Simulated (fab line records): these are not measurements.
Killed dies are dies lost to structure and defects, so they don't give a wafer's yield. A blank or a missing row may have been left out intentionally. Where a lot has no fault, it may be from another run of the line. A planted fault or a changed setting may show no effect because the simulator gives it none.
Check of tool commonality || flow gf180mcu || Sample size 11 lots and 39 wafers

REASON IT WAS OPENED
GF_HV_LDD_THK_MEAS_57, reading HV_LDD_CVD_56_THK: flagged on 2 of 11 lots. Fault-free wafers read 89.8 nm, with a standard deviation of 0.83.
Rule: a lot is flagged in two cases, either no wafer of it has a number, or all its wafers with numbers fall more than 4 standard deviations from that mean. The rest of the lots are taken to be sound.

{"lot": "L412", "measured": "day 12 23:29", "on": "film_metro-03", "HV_LDD_CVD_56_THK (nm), wafer by wafer": "90.2 91.1 90.9", "flag": ""}
{"lot": "L414", "measured": "day 13 18:06", "on": "film_metro-03", "HV_LDD_CVD_56_THK (nm), wafer by wafer": "90.4 90.3 90.5", "flag": ""}
{"lot": "L415", "measured": "day 13 23:23", "on": "film_metro-01", "HV_LDD_CVD_56_THK (nm), wafer by wafer": "87.8 88.7 88.0", "flag": ""}
{"lot": "L417", "measured": "day 14 14:35", "on": "film_metro-03", "HV_LDD_CVD_56_THK (nm), wafer by wafer": "90.1 89.4 89.8", "flag": ""}
{"lot": "L419", "measured": "day 15 03:50", "on": "film_metro-04", "HV_LDD_CVD_56_THK (nm), wafer by wafer": "89.9 89.6 90.2", "flag": ""}
{"lot": "L420", "measured": "day 15 17:25", "on": "film_metro-04", "HV_LDD_CVD_56_THK (nm), wafer by wafer": "90.0 89.7 89.8", "flag": ""}
{"lot": "L421", "measured": "day 15 22:34", "on": "film_metro-01", "HV_LDD_CVD_56_THK (nm), wafer by wafer": "89.7 89.6 90.2", "flag": ""}
{"lot": "L424", "measured": "day 16 21:13", "on": "film_metro-01", "HV_LDD_CVD_56_THK (nm), wafer by wafer": "89.4 90.2 89.3", "flag": ""}
{"lot": "L427", "measured": "day 17 22:11", "on": "film_metro-03", "HV_LDD_CVD_56_THK (nm), wafer by wafer": "90.2 90.4 90.9", "flag": ""}
{"lot": "L429", "measured": "day 18 13:37", "on": "film_metro-01", "HV_LDD_CVD_56_THK (nm), wafer by wafer": "119.6 119.3 118.9 119.6 119.3 118.8", "flag": "FLAGGED"}
{"lot": "L430", "measured": "day 19 05:22", "on": "film_metro-03", "HV_LDD_CVD_56_THK (nm), wafer by wafer": "119.1 118.6 119.1 119.1 118.5 119.1", "flag": "FLAGGED"}
Average over the flagged lots: 119.1 nm; offset from the usual +29.3 nm, equal to +35 standard deviations.

EACH LOT AND THE TOOL IT RAN ON
The record holds 1 process step before the reading, out of a route of 602 steps. Cell contents, in order: the tool; ch with the chambers the sampled wafers went through; the start.
{"lot": "L412", "flag": "", "GF_HV_LDD_CVD_56": "lpcvd-01 ch 1, day 12 22:03"}
{"lot": "L414", "flag": "", "GF_HV_LDD_CVD_56": "lpcvd-01 ch 1, day 13 16:39"}
{"lot": "L415", "flag": "", "GF_HV_LDD_CVD_56": "lpcvd-02 ch 0, day 13 21:57"}
{"lot": "L417", "flag": "", "GF_HV_LDD_CVD_56": "lpcvd-02 ch 1, day 14 13:09"}
{"lot": "L419", "flag": "", "GF_HV_LDD_CVD_56": "lpcvd-02 ch 0, day 15 02:24"}
{"lot": "L420", "flag": "", "GF_HV_LDD_CVD_56": "lpcvd-01 ch 0, day 15 15:58"}
{"lot": "L421", "flag": "", "GF_HV_LDD_CVD_56": "lpcvd-01 ch 1, day 15 21:09"}
{"lot": "L424", "flag": "", "GF_HV_LDD_CVD_56": "lpcvd-02 ch 0, day 16 19:48"}
{"lot": "L427", "flag": "", "GF_HV_LDD_CVD_56": "lpcvd-01 ch 0, day 17 20:43"}
{"lot": "L429", "flag": "FLAGGED", "GF_HV_LDD_CVD_56": "lpcvd-01 ch 0, day 18 12:11"}
{"lot": "L430", "flag": "FLAGGED", "GF_HV_LDD_CVD_56": "lpcvd-01 ch 0, day 19 03:55"}
What the steps here do:
- GF_HV_LDD_CVD_56: deposits Si3N4 from DCS/NH3, target thk 90 nm, time 1543 s.
- GF_HV_LDD_THK_MEAS_57

FLAGGED OVER TOTAL, TOOL BY TOOL (the gauges that took the reading come last)
{"step": "GF_HV_LDD_CVD_56", "tool": "lpcvd-01", "lots run": 7, "flagged": 2, "share of the flagged lots": "all", "sound lots run after its first flagged lot": 0}
{"step": "GF_HV_LDD_CVD_56", "tool": "lpcvd-02", "lots run": 4, "flagged": 0, "share of the flagged lots": "none", "sound lots run after its first flagged lot": "-"}
{"step": "GF_HV_LDD_THK_MEAS_57", "tool": "film_metro-01", "lots run": 4, "flagged": 1, "share of the flagged lots": "some", "sound lots run after its first flagged lot": 0}
{"step": "GF_HV_LDD_THK_MEAS_57", "tool": "film_metro-03", "lots run": 5, "flagged": 1, "share of the flagged lots": "some", "sound lots run after its first flagged lot": 0}
{"step": "GF_HV_LDD_THK_MEAS_57", "tool": "film_metro-04", "lots run": 2, "flagged": 0, "share of the flagged lots": "none", "sound lots run after its first flagged lot": "-"}

WHAT IS ALLOWED BY THE TABLE
1 row of the table ran every flagged lot: lpcvd-01 at GF_HV_LDD_CVD_56.
- lpcvd-01 at GF_HV_LDD_CVD_56: 2 of its 7 lots flagged. Last sound lot L427 at day 17 20:43, first flagged lot L429 at day 18 12:11; a fault beginning in between fits. Its own readings lie more than 4 standard deviations out on every wafer of the flagged lots: spike_tc_bottom_C, spike_tc_centre_C, spike_tc_lower_C, spike_tc_upper_C.
One tool is left: lpcvd-01 at GF_HV_LDD_CVD_56.

WHAT THE SIMULATOR HAD PUT IN
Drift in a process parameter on lpcvd-01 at GF_HV_LDD_CVD_56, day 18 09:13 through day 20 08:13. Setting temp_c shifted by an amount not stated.
Lots struck among those shown: L429, L430. This agrees with what the rule above found.
